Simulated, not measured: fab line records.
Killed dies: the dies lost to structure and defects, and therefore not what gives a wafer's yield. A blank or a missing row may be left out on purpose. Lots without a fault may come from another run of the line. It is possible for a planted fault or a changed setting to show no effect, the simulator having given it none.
Problem report, 8D (eight disciplines) form, completed by code + flow sky130 + the parts of the form that need people (team, actions taken, sign-off) are left out

## 1. WHAT IS WRONG
Wafers without a fault read 3000.4 rpm, standard deviation 2; spin speed rpm at SKY_CONTACT_COAT_08 reads a mean of 3241.3 rpm on 9 wafers belonging to 3 lots. So: +99 or more standard deviations from the usual mean.
The step: resist thk 60 nm.
First seen on wafer L662.1, day 34 00:58, on litho track-01. Wafers with a number at this step in the record: 36, from 12 lots. By rule, "out" or "out of limits" means more than 4 standard deviations away from the usual mean. All remaining wafers that have a number are taken as sound.

## 2. WHAT IT IS; WHAT IT IS NOT
| question                    | is                     | is not                                                                                 |
|-----------------------------|------------------------|----------------------------------------------------------------------------------------|
| which readings at this step | spin speed rpm         | -                                                                                      |
| which lots                  | L662, L664, L666       | L653, L656, L659, L660, L661, L672, L674, L675, L676                                   |
| which wafers of those lots  | all that have a number | -                                                                                      |
| read on which tools         | litho track-01         | litho track-03, litho track-04                                                         |
| when                        | from day 34 00:58      | up to then (15 sound wafers); but 12 sound wafers of L672, L674, L675, L676 came after |

## 3. WHAT RULES OUT EACH SUSPECT
Counting: any tool at a process step up to the reading is kept as a suspect provided that every lot that is out went through it and no sound lot did after the first of them.
- litho track-01 at SKY_CONTACT_COAT_08 (resist thk 60 nm): ruled out as a lasting fault. After its first lot that is out, L662 (day 34 00:58), sound lots L675 ran on it.
Left after counting: nothing in the record.

## 4. THE CAUSE (what the simulator had put in)
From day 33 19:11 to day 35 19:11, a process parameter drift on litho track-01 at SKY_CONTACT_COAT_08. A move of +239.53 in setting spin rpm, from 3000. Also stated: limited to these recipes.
Counting ruled it out, wrongly.

## 5. THE EFFECT CHAIN, in route order
One row per reading whose mean, taken over the struck wafers that have a number, lies over 3 standard deviations from the usual. Only readings for which the record gives a usual standard deviation are gone through. hours: the time from each lot's start at the first step in this table that gives one to its start at this step, as a median over the lots. sigmas: the change in usual standard deviations.
| hours | step                | reading        | usual      | on struck wafers | change | sigmas      |
|-------|---------------------|----------------|------------|------------------|--------|-------------|
| 0     | SKY_CONTACT_COAT_08 | spin speed rpm | 3000.4 rpm | 3241.3           | +240.9 | +99 or more |
| 14    | SKY_CONTACT_ETCH_16 | oes product au | 0.855 a.u. | 0.839            | -0.016 | -3.6        |
Process steps it contains:
- SKY_CONTACT_COAT_08: resist thk 60 nm.
- SKY_CONTACT_ETCH_16: etches BARC in N2/H2, stops on SiO2, time 45.9 s, target depth 60 nm.

## 6. HOW IT WOULD HAVE BEEN CAUGHT EARLIER
In this record the first reading out of limits was taken at day 34 00:58, 6 hours after the fault began at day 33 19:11.
